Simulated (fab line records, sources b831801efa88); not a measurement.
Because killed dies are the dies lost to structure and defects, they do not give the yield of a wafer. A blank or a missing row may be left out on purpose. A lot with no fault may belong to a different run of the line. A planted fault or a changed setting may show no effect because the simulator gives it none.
Which tool is to blame? | flow gf180mcu | 42 wafers from 14 lots sampled at 5 of the route's 602 steps

WHAT THE GAUGES SHOWED, per wafer
GF_MVPSD_TW_MEAS_11. Usual: MVPSD_TW gives 550 (standard deviation 6.8).
lot  | measured     | on            | MVPSD_TW    | flag
L238 | day 5 00:58  | film-metro-04 | 545 545 547 |
L239 | day 5 06:01  | film-metro-04 | 546 547 547 |
L240 | day 5 11:01  | film-metro-02 | 559 562 558 |
L241 | day 5 17:54  | film-metro-02 | 557 557 557 |
L247 | day 7 05:41  | film-metro-04 | 545 541 545 |
L248 | day 7 10:53  | film-metro-04 | 545 544 547 |
L249 | day 7 16:53  | film-metro-04 | 543 545 547 |
L250 | day 7 23:01  | film-metro-04 | 544 544 540 |
L251 | day 8 05:28  | film-metro-04 | 30 30 30    | OFF
L252 | day 8 15:58  | film-metro-04 | 30 29 30    | OFF
L254 | day 8 23:42  | film-metro-04 | 547 549 547 |
L255 | day 9 04:29  | film-metro-02 | 556 555 556 |
L260 | day 10 11:00 | film-metro-04 | 545 546 545 |
L261 | day 10 19:28 | film-metro-04 | 544 545 544 |

GF_DUAL_GATE_THK_MEAS_03. Usual: DUAL_GATE_OXIDATION_00_THK gives 11.00 nm (standard deviation 0.19).
lot  | measured     | on            | DUAL_GATE_OXIDATION_00_THK (nm) | flag
L238 | day 7 15:35  | film-metro-03 | 10.97 11.16 10.72               |
L239 | day 7 19:40  | film-metro-02 | 11.33 11.46 11.08               |
L240 | day 8 04:02  | film-metro-03 | 11.17 11.00 11.22               |
L241 | day 8 16:20  | film-metro-01 | 11.16 11.16 11.04               |
L247 | day 10 03:33 | film-metro-01 | 10.74 10.69 10.99               |
L248 | day 10 08:23 | film-metro-03 | 11.01 10.75 11.01               |
L249 | day 10 16:05 | film-metro-02 | 10.82 11.05 10.91               |
L250 | day 10 21:11 | film-metro-02 | 10.75 11.02 11.10               |
L251 | day 11 04:05 | film-metro-01 | 11.16 11.26 11.11               |
L252 | day 11 16:48 | film-metro-02 | 10.65 10.79 10.84               |
L254 | day 12 03:58 | film-metro-01 | 10.63 10.78 10.96               |
L255 | day 12 08:10 | film-metro-03 | 11.02 11.07 11.22               |
L260 | day 13 17:32 | film-metro-03 | 11.23 11.23 11.40               |
L261 | day 14 02:14 | film-metro-02 | 11.03 10.83 10.88               |

EACH LOT AND THE TOOL THAT RAN IT (in order: tool; ch and the chambers of the sampled wafers; start)
lot  | GF_NWELL_STRIP_10                   | GF_MVSD_STRIP_10                     | GF_MVPSD_STRIP_10
L238 | plasma-asher-02 ch 0,1, day 3 07:15 | plasma-asher-03 ch 0,1, day 4 10:26  | plasma-asher-02 ch 0,1, day 5 00:52
L239 | plasma-asher-01 ch 0,1, day 3 12:30 | plasma-asher-02 ch 0,1, day 4 15:34  | plasma-asher-04 ch 0,1, day 5 05:55
L240 | plasma-asher-02 ch 0,1, day 3 18:29 | plasma-asher-03 ch 0,1, day 4 20:41  | plasma-asher-01 ch 0,1, day 5 10:55
L241 | plasma-asher-01 ch 0,1, day 3 23:45 | plasma-asher-03 ch 0,1, day 5 03:26  | plasma-asher-02 ch 0,1, day 5 17:48
L247 | plasma-asher-03 ch 0,1, day 5 07:28 | plasma-asher-03 ch 0,1, day 6 13:46  | plasma-asher-04 ch 0,1, day 7 05:35
L248 | plasma-asher-01 ch 0,1, day 5 13:36 | plasma-asher-04 ch 0,1, day 6 18:58  | plasma-asher-02 ch 0,1, day 7 10:47
L249 | plasma-asher-02 ch 0,1, day 5 18:47 | plasma-asher-03 ch 0,1, day 7 00:43  | plasma-asher-01 ch 0,1, day 7 16:47
L250 | plasma-asher-03 ch 0,1, day 6 00:02 | plasma-asher-02 ch 0,1, day 7 07:03  | plasma-asher-01 ch 0,1, day 7 22:55
L251 | plasma-asher-02 ch 0,1, day 6 05:39 | plasma-asher-03 ch 0,1, day 7 12:42  | plasma-asher-04 ch 0,1, day 8 05:22
L252 | plasma-asher-01 ch 0,1, day 6 14:46 | plasma-asher-02 ch 0,1, day 7 23:21  | plasma-asher-04 ch 0,1, day 8 15:51
L254 | plasma-asher-02 ch 0,1, day 6 23:07 | plasma-asher-02 ch 0,1, day 8 07:25  | plasma-asher-04 ch 0,1, day 8 23:36
L255 | plasma-asher-02 ch 0,1, day 7 03:36 | plasma-asher-04 ch 0, day 8 12:15    | plasma-asher-02 ch 0,1, day 9 04:23
L260 | plasma-asher-03 ch 0,1, day 8 07:35 | plasma-asher-03 ch 0,1, day 9 17:10  | plasma-asher-02 ch 0,1, day 10 10:55
L261 | plasma-asher-01 ch 0,1, day 8 14:29 | plasma-asher-04 ch 0,1, day 10 00:53 | plasma-asher-04 ch 0,1, day 10 19:22
- GF_NWELL_STRIP_10: strips in O2/N2.
- GF_MVSD_STRIP_10: strips in O2/N2.
- GF_MVPSD_STRIP_10: strips in O2/N2.

AS READ BY THE TOOLS THEMSELVES (means over the sampled wafers that have a number; for cases with no such wafer, the mark the record gives instead)
GF_NWELL_STRIP_10. Usual: chamber-pressure-mTorr 1499.9 mTorr, standard deviation 1.2; drypump-motor-current-A 5.5 A, standard deviation 0.32; heater-power-w 351 W, standard deviation 29; o2-flow-sccm 3001 sccm, standard deviation 9.9; oes-product-au 0.723 a.u., standard deviation 0.0041; strip-time-to-endpoint-s 36.96 s, standard deviation 0.11.
lot  | tool            | chamber-pressure-mTorr (mTorr) | drypump-motor-current-A (A) | heater-power-w (W) | o2-flow-sccm (sccm) | oes-product-au (a.u.) | strip-time-to-endpoint-s (s) | flag
L238 | plasma-asher-02 | 1500.4                         | 5.9                         | 350                | 3003                | 0.725                 | 36.81                        |
L239 | plasma-asher-01 | 1499.6                         | 5.4                         | 340                | 3003                | 0.725                 | 37.08                        |
L240 | plasma-asher-02 | 1498.8                         | 5.8                         | 355                | 3002                | 0.722                 | 36.78                        |
L241 | plasma-asher-01 | 1499.7                         | 5.4                         | 324                | 3002                | 0.724                 | 37.07                        |
L247 | plasma-asher-03 | 1499.9                         | 5.4                         | 384                | 2993                | 0.725                 | 36.82                        |
L248 | plasma-asher-01 | 1499.8                         | 5.4                         | 342                | 2999                | 0.721                 | 36.88                        |
L249 | plasma-asher-02 | 1500.2                         | 5.9                         | 349                | 3010                | 0.722                 | 37.03                        |
L250 | plasma-asher-03 | 1499.3                         | 5.4                         | 388                | 2995                | 0.717                 | 36.94                        |
L251 | plasma-asher-02 | 1499.3                         | 5.7                         | 355                | 2994                | 0.722                 | 36.97                        |
L252 | plasma-asher-01 | 1499.8                         | 5.4                         | 326                | 3001                | 0.718                 | 37.00                        |
L254 | plasma-asher-02 | 1499.5                         | 5.7                         | 349                | 2996                | 0.722                 | 37.15                        |
L255 | plasma-asher-02 | 1499.4                         | 5.9                         | 345                | 2994                | 0.725                 | 36.96                        |
L260 | plasma-asher-03 | 1499.6                         | 5.6                         | 374                | 3001                | 0.723                 | 37.00                        |
L261 | plasma-asher-01 | 1500.1                         | 5.4                         | 323                | 2997                | 0.720                 | 36.96                        |

GF_MVSD_STRIP_10. Usual: chamber-pressure-mTorr 1499.9 mTorr, standard deviation 1.4; drypump-motor-current-A 5.7 A, standard deviation 0.38; heater-power-w 361 W, standard deviation 25; o2-flow-sccm 3000 sccm, standard deviation 8.6; oes-product-au 0.722 a.u., standard deviation 0.0049; strip-time-to-endpoint-s 36.92 s, standard deviation 0.12.
lot  | tool            | chamber-pressure-mTorr (mTorr) | drypump-motor-current-A (A) | heater-power-w (W) | o2-flow-sccm (sccm) | oes-product-au (a.u.) | strip-time-to-endpoint-s (s) | flag
L238 | plasma-asher-03 | 1499.3                         | 5.7                         | 382                | 2999                | 0.721                 | 36.77                        |
L239 | plasma-asher-02 | 1500.4                         | 5.7                         | 355                | 2985                | 0.719                 | 36.85                        |
L240 | plasma-asher-03 | 1500.4                         | 5.6                         | 377                | 2997                | 0.722                 | 36.84                        |
L241 | plasma-asher-03 | 1499.7                         | 5.7                         | 378                | 2997                | 0.721                 | 36.80                        |
L247 | plasma-asher-03 | 1501.8                         | 5.7                         | 381                | 3000                | 0.721                 | 36.86                        |
L248 | plasma-asher-04 | 1500.0                         | 6.1                         | 336                | 3001                | 0.726                 | 37.02                        |
L249 | plasma-asher-03 | 1500.6                         | 5.7                         | 374                | 2999                | 0.725                 | 36.96                        |
L250 | plasma-asher-02 | 1498.6                         | 5.8                         | 352                | 3006                | 0.725                 | 37.19                        |
L251 | plasma-asher-03 | -                              | -                           | -                  | -                   | -                     | -                            | OFF
L252 | plasma-asher-02 | -                              | -                           | -                  | -                   | -                     | -                            | OFF
L254 | plasma-asher-02 | 1500.6                         | 5.7                         | 353                | 2991                | 0.723                 | 36.96                        |
L255 | plasma-asher-04 | 1499.9                         | 5.9                         | 342                | 2992                | 0.720                 | 37.03                        |
L260 | plasma-asher-03 | 1501.0                         | 5.6                         | 371                | 3004                | 0.721                 | 36.76                        |
L261 | plasma-asher-04 | 1499.5                         | 6.1                         | 336                | 3000                | 0.720                 | 36.69                        |

GF_MVPSD_STRIP_10. Usual: chamber-pressure-mTorr 1499.9 mTorr, standard deviation 1.3; drypump-motor-current-A 5.7 A, standard deviation 0.3; heater-power-w 341 W, standard deviation 18; o2-flow-sccm 2999 sccm, standard deviation 9.4; oes-product-au 0.722 a.u., standard deviation 0.0046; strip-time-to-endpoint-s 36.99 s, standard deviation 0.091.
lot  | tool            | chamber-pressure-mTorr (mTorr) | drypump-motor-current-A (A) | heater-power-w (W) | o2-flow-sccm (sccm) | oes-product-au (a.u.) | strip-time-to-endpoint-s (s) | flag
L238 | plasma-asher-02 | 1500.7                         | 5.9                         | 348                | 3002                | 0.723                 | 36.99                        |
L239 | plasma-asher-04 | 1500.4                         | 6.0                         | 336                | 3005                | 0.721                 | 36.97                        |
L240 | plasma-asher-01 | 1499.9                         | 5.3                         | 347                | 2999                | 0.721                 | 36.87                        |
L241 | plasma-asher-02 | 1500.0                         | 5.9                         | 346                | 2994                | 0.724                 | 37.03                        |
L247 | plasma-asher-04 | 1498.6                         | 6.0                         | 331                | 2995                | 0.722                 | 36.90                        |
L248 | plasma-asher-02 | 1499.8                         | 5.8                         | 356                | 3001                | 0.722                 | 36.86                        |
L249 | plasma-asher-01 | 1500.3                         | 5.3                         | 341                | 2995                | 0.720                 | 37.15                        |
L250 | plasma-asher-01 | 1499.4                         | 5.4                         | 328                | 3001                | 0.723                 | 37.04                        |
L251 | plasma-asher-04 | 1499.9                         | 6.0                         | 336                | 2999                | 0.741                 | 80.92                        | OFF
L252 | plasma-asher-04 | 1499.0                         | 6.0                         | 332                | 2991                | 0.742                 | 81.39                        | OFF
L254 | plasma-asher-04 | 1499.0                         | 5.9                         | 336                | 3000                | 0.725                 | 37.13                        |
L255 | plasma-asher-02 | 1500.4                         | 5.9                         | 343                | 2996                | 0.721                 | 36.93                        |
L260 | plasma-asher-02 | 1499.3                         | 5.8                         | 355                | 2999                | 0.725                 | 37.01                        |
L261 | plasma-asher-04 | 1499.7                         | 6.1                         | 337                | 3006                | 0.723                 | 36.98                        |

THE ANSWER, worked out from the rows above alone
Rule: a lot is off if the mean of its wafers that have a number lies more than 3 standard deviations from the usual mean. A lot without any number at a reading at which 4 lots or more have one is off too. Where the step has rows for the other lots, those lots are counted as sound. First the gauges in route order, then the tools' own readings, where a lot's mean is used as printed above. At the first step where some lot is off, the reading lying furthest off is the one used; lots without a number count as furthest.
Off: L251, L252, at GF_MVPSD_TW_MEAS_11 (MVPSD_TW).
A tool fits if, at a process step before that reading, it ran every lot that is off, and no sound lot after the first of them. The gauges at GF_MVPSD_TW_MEAS_11 aren't tried: what is off there is off at GF_MVSD_STRIP_10 too, on other tools, and a gauge's error can't cause that. Not one of the candidates tried fits.

WHAT THE SIMULATOR PUT IN
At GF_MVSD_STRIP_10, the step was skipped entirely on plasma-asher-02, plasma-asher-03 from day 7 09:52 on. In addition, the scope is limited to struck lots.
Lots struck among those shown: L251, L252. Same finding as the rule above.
